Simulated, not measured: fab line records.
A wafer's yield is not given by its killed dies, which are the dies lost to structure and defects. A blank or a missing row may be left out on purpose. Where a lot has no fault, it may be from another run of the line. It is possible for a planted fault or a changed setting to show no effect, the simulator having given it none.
Which tool did it? -- flow gf180mcu -- 11 lots, 33 wafers sampled, at 3 steps of a route of 602

== WHAT THE GAUGES READ, wafer by wafer ==
GF_V3_RS_MEAS_24: measures by four-point-probe.
lot,measured,on,V3_W_RS (ohm/sq)
L612,day 22 16:26,film metro-02,0.328 0.330 0.331
L613,day 23 01:38,film metro-02,0.323 0.327 0.328
L614,day 23 14:43,film metro-01,0.329 0.328 0.330
L615,day 23 17:57,film metro-01,0.323 0.326 0.320
L617,day 24 03:35,film metro-02,0.328 0.332 0.328
L620,day 25 08:49,film metro-03,0.327 0.328 0.333
L623,day 26 03:19,film metro-03,0.325 0.319 0.329
L626,day 27 06:16,film metro-02,0.327 0.334 0.332
L632,day 28 19:49,film metro-01,0.187 0.188 0.188
L633,day 29 06:19,film metro-01,0.330 0.324 0.327
L635,day 29 18:31,film metro-03,0.182 0.181 0.185

== TOOL THAT RAN EACH LOT (tool first, then ch and the chambers of the sampled wafers, then the start) ==
lot,GF_M2_SPUTTER_03,GF_V3_CVD_23
L612,"pvd sputter-02, day 18 10:15","cvd w-02 ch 0,1, day 22 16:18"
L613,"pvd sputter-02, day 18 20:23","cvd w-01 ch 0,1, day 23 01:31"
L614,"pvd sputter-03, day 19 10:17","cvd w-02 ch 0, day 23 14:36"
L615,"pvd sputter-03, day 19 14:19","cvd w-01 ch 0,1, day 23 17:49"
L617,"pvd sputter-01, day 20 00:49","cvd w-01 ch 0,1, day 24 03:27"
L620,"pvd sputter-01, day 21 09:32","cvd w-02 ch 0,1, day 25 08:42"
L623,"pvd sputter-02, day 22 05:01","cvd w-01 ch 0,1, day 26 03:12"
L626,"pvd sputter-03, day 23 09:31","cvd w-02 ch 0,1, day 27 06:08"
L632,"pvd sputter-01, day 25 04:56","cvd w-02 ch 1, day 28 19:42"
L633,"pvd sputter-03, day 25 14:58","cvd w-01 ch 0,1, day 29 06:13"
L635,"pvd sputter-01, day 26 05:08","cvd w-02 ch 0,1, day 29 18:24"
- GF_M2_SPUTTER_03: material Ti, target thk 10 nm, time 6.7 s.
- GF_V3_CVD_23: deposits W, target thk 350 nm, time 104.9 s.

== THE ANSWER, worked out from the rows above alone ==
Rule: usual is defined by the lots themselves. The widest of any qualifying gaps counts: lots, ordered by their means at a reading, are off when they make up no more than a third of the lots, leave a main group of 4 or more, and stand apart from it by 3 or more times the standard deviation of that group's means. Not used: any main group whose means are identical at the precision the tables above print for the reading. A lot without any number at a reading at which 4 lots or more have one is off too. The other lots that the step has rows for count as sound.
Off: L632, L635, at GF_V3_RS_MEAS_24 (V3_W_RS). The main group: mean 0.328 ohm/sq, standard deviation 0.0026.
If a tool, at a process step before that reading, ran all the lots that are off and no sound lot after the first of them, it fits. The gauges at GF_V3_RS_MEAS_24 are tried like those tools. Can't be told from this: 2 tools fit, pvd sputter-01 at GF_M2_SPUTTER_03, cvd w-02 at GF_V3_CVD_23.

== WHAT THE SIMULATOR PUT IN ==
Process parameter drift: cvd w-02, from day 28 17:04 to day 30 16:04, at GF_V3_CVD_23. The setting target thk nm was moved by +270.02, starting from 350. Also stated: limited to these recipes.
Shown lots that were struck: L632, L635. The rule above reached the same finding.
